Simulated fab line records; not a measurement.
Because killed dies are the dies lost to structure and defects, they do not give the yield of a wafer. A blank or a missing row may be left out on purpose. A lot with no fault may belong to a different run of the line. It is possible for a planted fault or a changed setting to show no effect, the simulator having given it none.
fab line records ; flow sky130
record: lots: 6; wafers: 16; last-day: 50
route steps=708 shown CONTACT@423 METAL1@434 PAD_OPEN@708
lots that met no fault: from a run of the same line without faults
start-h: hours from the record's opening day to when the first of the lot's shown wafers began ; wait-h: hours from the lot's prior step to this one ; " same as the row above ; L1.1+2: one row covering several wafers at once ; - either no value or no given start ; * or withheld: withheld ; < > ~ a bound
route shown NAME@n: names a module that has steps shown in the file, with the first one's number in the route ; usual: average and standard deviation across the fault-free wafers ; same: alike in all rows ; chamber/n: place in a boat ; sites: readings site by site ; _std_site: the standard deviation of these ; _edge_site: mean of outer sites minus mean of inner sites ; radius-mm: how far each site lies from the wafer's centre ; mask NAME#n: copy n ; behind: the last tool/chamber to shape the wafer ; hold: what put the lot on hold/how long, in hours/how the hold closed ; device: the n, p or np transistor that did not switch ; end of line: the tests these same wafers got at the end of their route ; step lacking rows: just its recipe ; killed: dies that structure and defects cost at the first sort, which is not the same as the wafer's yield ; map: shows each die of a wafer: x if killed, . if not, _ if none is there
set.NAME: the setting as run; set.NAME@STEP: as run at that earlier step ; model.NAME: the simulator's own value behind a step, which no gauge read
lots at some steps of the route; a table a step, a row a wafer
services: when a tool's chamber went out of use (start-h, in hours from the record's first day, below 0 if earlier), for how many hours, and the reason
== steps ==
step: SKY_CONTACT_ETCH_17
recipe: target: SiO2; chemistry: C4F8/O2/Ar; stop-on: Si3N4; mask-material: KrF-thick; source-w: 1500; bias-w: 1200; pressure-mtorr: 40; c4f8-flow-sccm: withheld; O2_flow_sccm: 6; Ar_flow_sccm: 300; time-s: withheld; target-depth-a: 3400
usual: bias-w: 1200/3.6; oes-product-au: 0.891/0.0051
lot.wafer;tool;chamber;start-h;wait-h;bias-w;oes-product-au
L891.4;rie-diel-03;3;745.66;0.0;1203;0.893
L891.5;rie-diel-03;2;745.66;0.0;1204;0.887
L891.6;rie-diel-03;1;745.66;0.0;1205;0.892
L895.1;rie-diel-01;1;791.18;0.0;1202;0.889
L895.5;rie-diel-01;2;791.18;0.0;1197;0.893
L895.6;rie-diel-01;3;791.18;0.0;1196;0.891
L898.2;rie-diel-01;0;828.24;0.0;1199;0.892
L898.3;rie-diel-01;3;828.24;0.0;1200;0.887
L898.6;rie-diel-01;1;828.24;0.0;1210;0.892
L904.5;rie-diel-04;2;853.62;0.0;1201;0.889
L904.6;rie-diel-04;3;853.62;0.0;1197;0.887
L907.4;rie-diel-03;1;867.81;0.0;1198;0.898
L907.6;rie-diel-03;2;867.81;0.0;1194;0.891
L912.1;rie-diel-01;2;906.44;0.0;1196;0.889
L912.3;rie-diel-01;3;906.44;0.0;1206;0.885
L912.4;rie-diel-01;1;906.44;0.0;1203;0.884
step: SKY_CONTACT_ETCH_18
recipe: target: Si3N4; chemistry: CHF3/O2; stop-on: TiN; source-w: 600; bias-w: 200; pressure-mtorr: 40; chf3-flow-sccm: 50; O2_flow_sccm: 5; time-s: 39; target-depth-a: 750
usual: O2_flow_sccm: 4.998/0.014; bias-w: 200.1/0.59; drypump-motor-current-A: 5.8/0.38; oes-product-au: 0.856/0.0075; throttle-valve-pct: 8.795/0.011
lot.wafer;tool;chamber;start-h;wait-h;O2_flow_sccm;bias-w;drypump-motor-current-A;oes-product-au;rf-hours-counter-h;throttle-valve-pct
L891.4;rie-diel-03;3;-;-;5.002;200.7;6.0;0.862;42;8.788
L891.5;rie-diel-03;2;-;-;4.981;199.9;5.8;0.871;-;8.802
L891.6;rie-diel-03;1;-;-;5.016;201.2;6.2;0.854;-;8.812
L895.1;rie-diel-01;1;-;-;5.010;199.8;6.0;0.851;12;8.791
L895.5;rie-diel-01;2;-;-;4.984;200.4;5.6;0.858;-;8.795
L895.6;rie-diel-01;3;-;-;5.006;200.4;6.4;0.852;-;8.783
L898.2;rie-diel-01;0;-;-;4.999;201.7;5.8;0.852;28;8.794
L898.3;rie-diel-01;3;-;-;4.990;199.7;6.4;0.841;16;8.788
L898.6;rie-diel-01;1;-;-;4.986;200.1;6.0;0.862;-;8.777
L904.5;rie-diel-04;2;-;-;4.999;201.2;5.4;0.867;-;8.802
L904.6;rie-diel-04;3;-;-;4.987;199.6;6.0;0.853;-;8.801
L907.4;rie-diel-03;1;-;-;5.024;200.6;6.2;0.867;-;8.782
L907.6;rie-diel-03;2;-;-;5.005;200.5;5.8;0.865;-;8.801
L912.1;rie-diel-01;2;-;-;5.004;200.2;5.6;0.851;11;8.812
L912.3;rie-diel-01;3;-;-;4.990;199.7;6.4;0.855;19;8.805
L912.4;rie-diel-01;1;-;-;5.003;200.5;6.0;0.859;17;8.798
step: SKY_CONTACT_STRIP_19
recipe: chemistry: O2/N2; power-w: 1400; pressure-mtorr: 1500; platen-temp-c: withheld; o2-flow-sccm: 3000; n2-flow-sccm: 300; overash-fraction: 0.5
step: SKY_CONTACT_STRIP_20
recipe: chemistry: post-etch-residue-remover; time-s: 1200; temp-c: 72.5
step: SKY_CONTACT_CLEAN_21
recipe: chemistry: IPA; time-s: 180; temp-c: 25
step: SKY_CONTACT_CLEAN_22
recipe: chemistry: O3/DIW; dry: n2-spin
step: SKY_CONTACT_SPUTTER_23
recipe: material: TiN; target-thk-nm: 20; chamber-pressure-pa: 5; power-w: 4000; time-s: 80
usual: throttle-valve-pct: 30.0/1
lot.wafer;tool;chamber;start-h;wait-h;throttle-valve-pct
L891.4;pvd-sputter-03;-;746.38;0.0;30.6
L891.5;pvd-sputter-03;-;746.38;0.0;28.6
L891.6;pvd-sputter-03;-;746.38;0.0;31.5
L895.1;pvd-sputter-02;-;792.22;0.0;30.0
L895.5;pvd-sputter-02;-;792.22;0.0;31.0
L895.6;pvd-sputter-02;-;792.22;0.0;28.6
L898.2;pvd-sputter-01;-;828.93;0.0;29.9
L898.3;pvd-sputter-01;-;828.93;0.0;30.7
L898.6;pvd-sputter-01;-;828.93;0.0;27.7
L904.5;pvd-sputter-02;-;854.34;0.0;30.1
L904.6;pvd-sputter-02;-;854.34;0.0;28.7
L907.4;pvd-sputter-03;-;868.46;0.0;30.9
L907.6;pvd-sputter-03;-;868.46;0.0;30.8
L912.1;pvd-sputter-03;-;907.13;0.0;30.1
L912.3;pvd-sputter-03;-;907.13;0.0;28.7
L912.4;pvd-sputter-03;-;907.13;0.0;31.9
step: SKY_CONTACT_CVD_24
recipe: material: W; target-thk-nm: 340; time-s: 102.12; temp-c: 400; pressure-torr: 40
step: SKY_CONTACT_RS_MEAS_25
recipe: thk-meas-gauge: four-point-probe; reads: W_of_CONTACT_CVD_24+TiN_of_CONTACT_SPUTTER_23
usual: CONTACT_W_RS: 0.336/0.0062
lot.wafer;tool;chamber;start-h;wait-h;CONTACT_W_RS[ohm/sq]
L891.4;film-metro-04;-;746.61;0.1;0.336
L891.5;film-metro-04;-;746.61;0.1;0.334
L891.6;film-metro-04;-;746.61;0.1;0.339
L895.1;film-metro-03;-;792.39;0.1;0.341
L895.5;film-metro-03;-;792.39;0.1;0.337
L895.6;film-metro-03;-;792.39;0.1;0.346
L898.2;film-metro-01;-;829.12;0.1;0.330
L898.3;film-metro-01;-;829.12;0.1;0.325
L898.6;film-metro-01;-;829.12;0.1;0.331
L904.5;film-metro-04;-;854.56;0.1;0.327
L904.6;film-metro-04;-;854.56;0.1;0.331
L907.4;film-metro-01;-;868.69;0.1;0.342
L907.6;film-metro-01;-;868.69;0.1;0.341
L912.1;film-metro-03;-;907.38;0.1;0.332
L912.3;film-metro-03;-;907.38;0.1;0.332
L912.4;film-metro-03;-;907.38;0.1;0.332
step: SKY_CONTACT_THK_MEAS_26
recipe: thk-meas-gauge: xrf; reads: W_of_CONTACT_CVD_24
usual: CONTACT_W_THK: 344/7
lot.wafer;tool;chamber;start-h;wait-h;CONTACT_W_THK[nm]
L891.4;film-metro-04;-;746.70;0.1;340
L891.5;film-metro-04;-;746.70;0.1;343
L891.6;film-metro-04;-;746.70;0.1;337
L895.1;film-metro-03;-;792.51;0.1;342
L895.5;film-metro-03;-;792.51;0.1;347
L895.6;film-metro-03;-;792.51;0.1;336
L898.2;film-metro-01;-;829.23;0.1;349
L898.3;film-metro-01;-;829.23;0.1;356
L898.6;film-metro-01;-;829.23;0.1;347
L904.5;film-metro-04;-;854.64;0.1;351
L904.6;film-metro-04;-;854.64;0.1;348
L907.4;film-metro-01;-;868.78;0.1;337
L907.6;film-metro-01;-;868.78;0.1;335
L912.1;film-metro-03;-;907.50;0.1;353
L912.3;film-metro-03;-;907.50;0.1;352
L912.4;film-metro-03;-;907.50;0.1;351
step: SKY_CONTACT_CMP_27
recipe: stop-on: SiO2; t-overpolish-s: 15; down-force-psi: 3.5; platen-rpm: 60; target-thk-nm: 0; pad-velocity-m-s: 0.94248
usual: motor-current-A: 11.8/0.8; overpolish-run-s: 15.000/0.0085; slurry-flow-ml-min: 150.1/0.51; time-to-endpoint-s: 81/4.4
lot.wafer;tool;chamber;start-h;wait-h;motor-current-A;overpolish-run-s;slurry-flow-ml-min;time-to-endpoint-s
L891.4;cmp-01;3;747.11;0.4;12.1;14.999;150.2;90
L891.6;cmp-01;1;747.11;0.4;11.4;14.993;150.3;86
L891.5;cmp-01;2;747.11;0.4;12.9;14.992;150.9;85
L895.1;cmp-01;2;792.62;0.1;12.8;15.015;149.8;82
L895.5;cmp-01;1;792.62;0.1;11.6;14.997;150.2;82
L895.6;cmp-01;2;792.62;0.1;12.0;15.006;150.1;78
L898.3;cmp-01;1;829.33;0.1;11.4;14.992;150.3;85
L898.2;cmp-01;2;829.33;0.1;12.4;14.993;150.7;82
L898.6;cmp-01;0;829.33;0.1;11.1;14.998;150.1;80
L904.6;cmp-01;0;854.86;0.2;12.0;15.005;151.4;80
L904.5;cmp-01;1;854.86;0.2;11.0;15.004;150.2;83
L907.4;cmp-01;2;868.91;0.1;12.0;15.009;149.7;80
L907.6;cmp-01;0;868.91;0.1;11.9;14.989;150.0;78
L912.4;cmp-01;0;907.75;0.2;11.6;15.010;150.0;79
L912.3;cmp-01;1;907.75;0.2;11.0;14.987;150.6;83
L912.1;cmp-01;3;907.75;0.2;12.6;15.001;150.6;84
step: SKY_METAL1_SPUTTER_00
recipe: material: Ti; target-thk-nm: 15; power-w: 3000; time-s: 10; chamber-pressure-pa: 0.4
usual: throttle-valve-pct: 30.0/1.3
lot.wafer;tool;chamber;start-h;wait-h;throttle-valve-pct
L891.4;pvd-sputter-04;-;747.31;0.1;31.2
L891.5;pvd-sputter-04;-;747.31;0.1;31.3
L891.6;pvd-sputter-04;-;747.31;0.1;28.6
L895.1;pvd-sputter-03;-;792.87;0.2;30.8
L895.5;pvd-sputter-03;-;792.87;0.2;29.8
L895.6;pvd-sputter-03;-;792.87;0.2;31.6
L898.2;pvd-sputter-02;-;829.58;0.1;31.3
L898.3;pvd-sputter-02;-;829.58;0.1;30.8
L898.6;pvd-sputter-02;-;829.58;0.1;30.1
L904.5;pvd-sputter-04;-;854.97;0.0;31.4
L904.6;pvd-sputter-04;-;854.97;0.0;28.5
L907.4;pvd-sputter-04;-;869.11;0.1;28.6
L907.6;pvd-sputter-04;-;869.11;0.1;31.6
L912.1;pvd-sputter-02;-;908.05;0.1;30.1
L912.3;pvd-sputter-02;-;908.05;0.1;30.8
L912.4;pvd-sputter-02;-;908.05;0.1;28.7
step: SKY_METAL1_SPUTTER_01
recipe: material: TiN; target-thk-nm: 20; power-w: 6500; time-s: 16.7; chamber-pressure-pa: 0.4
usual: throttle-valve-pct: 30.0/1.3
lot.wafer;tool;chamber;start-h;wait-h;throttle-valve-pct;model.TiN_of_METAL1_SPUTTER_01.thk-nm
L891.4;pvd-sputter-04;-;747.33;0.0;31.2;20.05
L891.5;pvd-sputter-04;-;747.33;0.0;31.4;19.92
L891.6;pvd-sputter-04;-;747.33;0.0;28.8;20.33
L895.1;pvd-sputter-03;-;792.89;0.0;30.6;20.24
L895.5;pvd-sputter-03;-;792.89;0.0;29.8;20.61
L895.6;pvd-sputter-03;-;792.89;0.0;31.7;20.42
L898.2;pvd-sputter-02;-;829.60;0.0;31.2;19.76
L898.3;pvd-sputter-02;-;829.60;0.0;30.6;19.98
L898.6;pvd-sputter-02;-;829.60;0.0;30.3;19.55
L904.5;pvd-sputter-04;-;854.99;0.0;31.6;21.75
L904.6;pvd-sputter-04;-;854.99;0.0;28.2;22.03
L907.4;pvd-sputter-04;-;869.14;0.0;28.2;20.07
L907.6;pvd-sputter-04;-;869.14;0.0;31.6;21.99
L912.1;pvd-sputter-02;-;908.08;0.0;30.2;19.72
L912.3;pvd-sputter-02;-;908.08;0.0;30.8;19.51
L912.4;pvd-sputter-02;-;908.08;0.0;28.7;19.78
step: SKY_METAL1_SPUTTER_02
recipe: material: AlCu; target-thk-nm: 250; power-w: 10600; time-s: 13.3; chamber-pressure-pa: 0.4
step: SKY_PAD_OPEN_PROBE_99
usual: defect-limited-yield: 82.3/2; killed_at_M0_to_M3: 44/7.5; killed_at_M4_up: 2.9/1.8; killed-at-contacts: 24/5.1; killed-at-front-end: 16/4.7; killed-at-other: 0.3/0.46; killed-dies: 87/9.9; killed-open: 47/8; killed-short: 39/6.3; sort_bin_3_pad_short: 0.8/0.43; sort_bin_5_function: 10.6/1.6; sort_bin_6_memory: 6.3/1.1; sort-n-pass: 405/9.9; sort-yield-pct: 82.3/2
same: gross-dies: 492; killed-at-back-side: 0; sort_bin_4_leakage[%]: 0; sort_bin_8_speed[%]: 0
lot.wafer;tool;chamber;start-h;wait-h;defect-limited-yield[%];killed_at_M0_to_M3;killed_at_M4_up;killed-at-contacts;killed-at-front-end;killed-at-other;killed-dies;killed-open;killed-short;sort_bin_3_pad_short[%];sort_bin_5_function[%];sort_bin_6_memory[%];sort-n-pass;sort-yield-pct[%]
L895.1;prober-02;-;1117.30;0.1;85.8;41;5;14;10;0;70;31;39;1.0;7.9;5.3;422;85.8
L895.5;prober-02;-;1117.50;0.2;81.7;43;4;32;10;1;90;41;49;0.8;11.6;5.9;402;81.7
L895.6;prober-02;-;1117.55;0.2;86.4;30;5;14;17;1;67;28;39;0.2;7.1;6.3;425;86.4
L898.3;prober-01;-;1147.62;0.2;83.7;33;3;28;16;0;80;36;44;0;8.9;7.3;412;83.7
L898.6;prober-01;-;1147.77;0.2;83.7;44;2;18;16;0;80;41;39;1.0;8.9;6.3;412;83.7
L907.6;prober-01;-;1174.72;0.2;82.9;38;2;25;19;0;84;49;35;0.8;10.8;5.5;408;82.9
killed by level:class
L895.1 VIA1:geometric-particle:open=7 METAL1:geometric-particle:short=7 CONTACT:geometric-particle:open=6 METAL2:geometric-particle:short=6 FIELD_ISO:geometric-particle:short=5 VIA2:geometric-particle:short=5 LI_CONTACT:geometric-particle:open=4 VIA3:geometric-particle:open=4
L895.5 CONTACT:geometric-particle:open=11 METAL1:geometric-particle:short=9 CONTACT:geometric-particle:short=8 METAL2:geometric-particle:short=8 LI_CONTACT:geometric-particle:open=7 VIA1:geometric-particle:open=6 VIA3:geometric-particle:open=6 VIA2:geometric-particle:open=5
L895.6 METAL2:geometric-particle:short=8 FIELD_ISO:geometric-particle:open=7 LOCAL_INTERCONNECT:geometric-particle:short=5 CONTACT:geometric-particle:open=5 FIELD_ISO:geometric-particle:short=4 METAL1:geometric-particle:short=4 POLY_GATE:geometric-particle:short=3 LI_CONTACT:geometric-particle:open=3
L898.3 CONTACT:geometric-particle:short=10 CONTACT:geometric-particle:open=8 METAL2:geometric-particle:short=6 VIA2:geometric-particle:open=6 VIA1:geometric-particle:open=5 FIELD_ISO:geometric-particle:open=4 POLY_GATE:geometric-particle:short=4 LI_CONTACT:geometric-particle:short=4
L898.6 VIA1:geometric-particle:short=8 VIA2:geometric-particle:open=6 VIA1:geometric-particle:open=6 FIELD_ISO:geometric-particle:open=5 LI_CONTACT:geometric-particle:open=5 LOCAL_INTERCONNECT:geometric-particle:short=5 CONTACT:geometric-particle:open=5 METAL2:geometric-particle:short=5
L907.6 VIA1:geometric-particle:open=13 CONTACT:geometric-particle:open=8 LI_CONTACT:geometric-particle:open=6 FIELD_ISO:geometric-particle:short=5 POLY_GATE:geometric-particle:short=5 LOCAL_INTERCONNECT:geometric-particle:short=5 VIA2:geometric-particle:open=5 FIELD_ISO:geometric-particle:open=4
== services ==
tool;chamber;start-h;hours;kind
pvd-sputter-02;-;729.85;3.8;repair
rie-diel-04;-;734.91;1.2;repair
pvd-sputter-04;1;755.00;-;consumable-replace:kit
pvd-sputter-04;1;755.00;18.0;scheduled-down
pvd-sputter-04;1;755.00;18.0;vent-cycle
pvd-sputter-02;3;769.90;-;consumable-replace:kit
pvd-sputter-02;3;769.90;18.0;scheduled-down
pvd-sputter-02;3;769.90;18.0;vent-cycle
pvd-sputter-01;-;789.80;9.3;repair
rie-diel-03;2;803.68;7.2;repair
pvd-sputter-03;3;811.71;-;consumable-replace:kit
rie-diel-04;0;815.97;15.1;repair
rie-diel-03;2;818.76;19.9;repair
rie-diel-04;-;822.53;2.8;repair
pvd-sputter-03;-;830.58;4.7;repair
pvd-sputter-01;-;836.60;7.2;repair
rie-diel-04;3;844.48;1.9;repair
rie-diel-03;0;863.22;7.2;repair
rie-diel-01;0;865.54;-;clean
rie-diel-01;0;865.54;24.9;scheduled-down
rie-diel-01;0;865.54;24.9;vent-cycle
pvd-sputter-02;-;883.96;8.4;repair
pvd-sputter-03;-;889.65;2.6;repair
rie-diel-03;1;895.96;8.0;repair
== key ==
first-sign none at tools or gauges
model-effect: step: SKY_METAL1_SPUTTER_01; value: TiN_of_METAL1_SPUTTER_01.thk-nm; without: 19.89; struck: 21.92
met-at SKY_METAL1_SPUTTER_01
struck-wafers L904.5,L904.6,L907.6
onset-between 747.33 854.99
fault: kind: process-parameter-drift; tool: pvd-sputter-04; chamber: -; onset-h: 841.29; steps: SKY_METAL1_SPUTTER_01; channel: time-s; offset: *; shape: step; end-h: 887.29; scope: struck-wafers-only; acts-in: *; stated: *
